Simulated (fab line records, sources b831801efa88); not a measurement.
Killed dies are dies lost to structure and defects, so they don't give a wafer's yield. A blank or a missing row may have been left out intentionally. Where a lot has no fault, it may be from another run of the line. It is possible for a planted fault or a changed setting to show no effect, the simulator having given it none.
Which tool is to blame?    flow sky130    12 lots with 36 wafers sampled at 5 steps, on a route of 708 steps

## WHAT EACH GAUGE READ, for each wafer
SKY_LDD_P_OVL_MEAS_08. Usual: LDD_P_OVL 0.4 nm, standard deviation 1.3.
lot   measured      on          LDD_P_OVL (nm)  flag
L737  day 19 08:26  overlay-02  -0.8 0.1 -0.3   
L741  day 20 20:05  overlay-02  0.0 -0.4 0.4    
L743  day 21 08:15  overlay-01  1.2 0.2 1.2     
L745  day 21 23:14  overlay-02  -1.1 -2.1 -0.8  
L746  day 22 15:08  overlay-01  2.4 2.3 1.8     
L747  day 22 21:47  overlay-02  1.5 1.8 2.4     
L749  day 23 11:47  overlay-02  -0.7 -1.0 0.1   
L750  day 23 22:50  overlay-01  -1.3 -2.4 -0.7  
L753  day 25 00:02  overlay-02  -1.0 -2.0 -0.3  
L754  day 25 07:47  overlay-02  1.2 1.4 1.5     
L755  day 25 17:20  overlay-01  0.9 2.2 0.9     
L757  day 26 12:44  overlay-01  0.0 -1.0 -0.8   

SKY_LDD_P_TW_MEAS_11. Usual: LDD_P_TW 632, standard deviation 5.5.
lot   measured      on             LDD_P_TW     flag
L737  day 19 08:44  film-metro-02  639 638 638  
L741  day 20 20:23  film-metro-04  634 632 632  
L743  day 21 08:35  film-metro-01  628 627 628  
L745  day 21 23:31  film-metro-04  632 631 628  
L746  day 22 15:25  film-metro-02  633 637 637  
L747  day 22 22:04  film-metro-01  626 626 630  
L749  day 23 12:05  film-metro-01  626 626 626  
L750  day 23 23:08  film-metro-01  624 623 626  
L753  day 25 00:19  film-metro-04  358 358 360  OFF
L754  day 25 08:05  film-metro-02  359 360 363  OFF
L755  day 25 17:38  film-metro-01  353 352 357  OFF
L757  day 26 13:02  film-metro-02  641 638 638  

SKY_LDD_HVP_TW_MEAS_10. Usual: LDD_HVP_TW 450.0, standard deviation 2.5.
lot   measured      on             LDD_HVP_TW         flag
L737  day 21 21:55  film-metro-03  446.5 449.0 448.3  
L741  day 23 09:05  film-metro-01  450.6 447.3 447.8  
L743  day 23 20:14  film-metro-01  449.7 446.2 447.2  
L745  day 24 11:12  film-metro-03  451.0 449.3 450.2  
L746  day 25 01:00  film-metro-01  448.2 448.1 449.4  
L747  day 25 09:06  film-metro-04  455.4 456.3 456.1  
L749  day 26 00:29  film-metro-03  450.3 448.3 449.8  
L750  day 26 10:58  film-metro-04  454.7 454.2 453.6  
L753  day 27 11:30  film-metro-04  453.7 451.4 452.3  
L754  day 27 19:34  film-metro-01  453.3 449.9 449.6  
L755  day 28 03:57  film-metro-03  449.7 447.8 449.9  
L757  day 28 22:06  film-metro-01  447.9 448.2 447.0  

## WHICH TOOL RAN EACH LOT (tool, then ch and the chambers of the sampled wafers, then the start)
lot   SKY_GATE_OXIDE_STRIP_13               SKY_LDD_P_IMPLANT_09
L737  plasma-asher-02 ch 0,1, day 14 02:43  implanter-03 ch 0, day 19 08:29
L741  plasma-asher-02 ch 0,1, day 15 10:49  implanter-01 ch 0, day 20 20:08
L743  plasma-asher-02 ch 0,1, day 15 22:35  implanter-04 ch 0, day 21 08:23
L745  plasma-asher-02 ch 0,1, day 16 13:22  implanter-01 ch 0, day 21 23:16
L746  plasma-asher-04 ch 0,1, day 17 02:22  implanter-01 ch 0, day 22 15:10
L747  plasma-asher-02 ch 0,1, day 17 09:52  implanter-03 ch 0, day 22 21:49
L749  plasma-asher-03 ch 0,1, day 18 01:43  implanter-01 ch 0, day 23 11:51
L750  plasma-asher-03 ch 0, day 18 11:19    implanter-01 ch 0, day 23 22:54
L753  plasma-asher-04 ch 0,1, day 19 12:52  implanter-01 ch 0, day 25 00:04
L754  plasma-asher-02 ch 0, day 19 23:00    implanter-01 ch 0, day 25 07:50
L755  plasma-asher-02 ch 0,1, day 20 09:45  implanter-01 ch 0, day 25 17:23
L757  plasma-asher-03 ch 0,1, day 20 21:27  implanter-04 ch 0, day 26 12:47
- SKY_GATE_OXIDE_STRIP_13: strips in O2/N2.
- SKY_LDD_P_IMPLANT_09

## WHAT THE TOOLS THEMSELVES READ (means of the sampled wafers that have a number; where no wafer has one, the mark that the record gives instead)
SKY_GATE_OXIDE_STRIP_13. Usual: drypump-motor-current-A 5.6 A, standard deviation 0.31; oes-product-au 0.716 a.u., standard deviation 0.0049; strip-time-to-endpoint-s 14.19 s, standard deviation 0.034.
lot   tool             drypump-motor-current-A (A)  oes-product-au (a.u.)  strip-time-to-endpoint-s (s)  flag
L737  plasma-asher-02  5.7                          0.718                  14.17                         
L741  plasma-asher-02  5.6                          0.715                  14.16                         
L743  plasma-asher-02  5.7                          0.713                  14.20                         
L745  plasma-asher-02  5.7                          0.720                  14.23                         
L746  plasma-asher-04  5.1                          0.716                  14.18                         
L747  plasma-asher-02  5.6                          0.719                  14.19                         
L749  plasma-asher-03  6.0                          0.716                  14.23                         
L750  plasma-asher-03  6.0                          0.717                  14.20                         
L753  plasma-asher-04  5.2                          0.716                  14.17                         
L754  plasma-asher-02  5.6                          0.718                  14.17                         
L755  plasma-asher-02  5.6                          0.722                  14.19                         
L757  plasma-asher-03  5.9                          0.714                  14.16                         

SKY_LDD_P_IMPLANT_09. Usual: dose-ions-cm2 1.0001e+13, standard deviation 1.1e+10; faraday-current-uA 56.5, standard deviation 1.1.
lot   tool          dose-ions-cm2  faraday-current-uA  flag
L737  implanter-03  1.0009e+13     56.8                
L741  implanter-01  9.9883e+12     56.0                
L743  implanter-04  9.9977e+12     55.7                
L745  implanter-01  1.0007e+13     55.3                
L746  implanter-01  1.0014e+13     56.8                
L747  implanter-03  9.9980e+12     55.9                
L749  implanter-01  1.0004e+13     56.0                
L750  implanter-01  9.9987e+12     57.5                
L753  implanter-01  1.6073e+12     9.1                 OFF
L754  implanter-01  1.6040e+12     9.1                 OFF
L755  implanter-01  1.6213e+12     9.0                 OFF
L757  implanter-04  1.0011e+13     55.9                

## THE ANSWER, worked out from the rows above alone
Rule: a lot is off if the mean of its wafers that have a number lies more than 3 standard deviations from the usual mean. A lot without any number at a reading at which 4 lots or more have one is off too. All remaining lots with rows at the step are treated as sound. The gauges are gone through in route order, then the tools' own readings, and for those a lot's mean is taken as printed above. At the first step where some lot is off, the reading lying furthest off is the one used; lots without a number count as furthest.
Off: at SKY_LDD_P_TW_MEAS_11 (LDD_P_TW), L753, L754, L755.
If a tool, at a process step before that reading, ran all the lots that are off and no sound lot after the first of them, it fits. Not tried: the gauges at SKY_LDD_P_TW_MEAS_11; whatever is off there is also off at SKY_LDD_P_IMPLANT_09, on other tools, and gauge error can't account for it. One fits: implanter-01 at SKY_LDD_P_IMPLANT_09. Its last sound lot is L750 (day 23 22:54), its first lot that is off L753 (day 25 00:04): a fault that began between those two fits.
The tool's own readings at SKY_LDD_P_IMPLANT_09 bear it out: on the lots that are off they differ by more than 5 times the standard deviation of the sound lots' means. dose-ions-cm2 reads 1.6109e+12 there against 1.0003e+13 on the sound lots; faraday-current-uA reads 9.1 there against 56.2 on the sound lots.

## WHAT WAS PUT IN BY THE SIMULATOR
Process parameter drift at SKY_LDD_P_IMPLANT_09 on implanter-01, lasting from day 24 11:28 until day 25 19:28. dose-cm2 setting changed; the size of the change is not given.
Shown lots that were struck: L753, L754, L755. This agrees with what the rule above found.
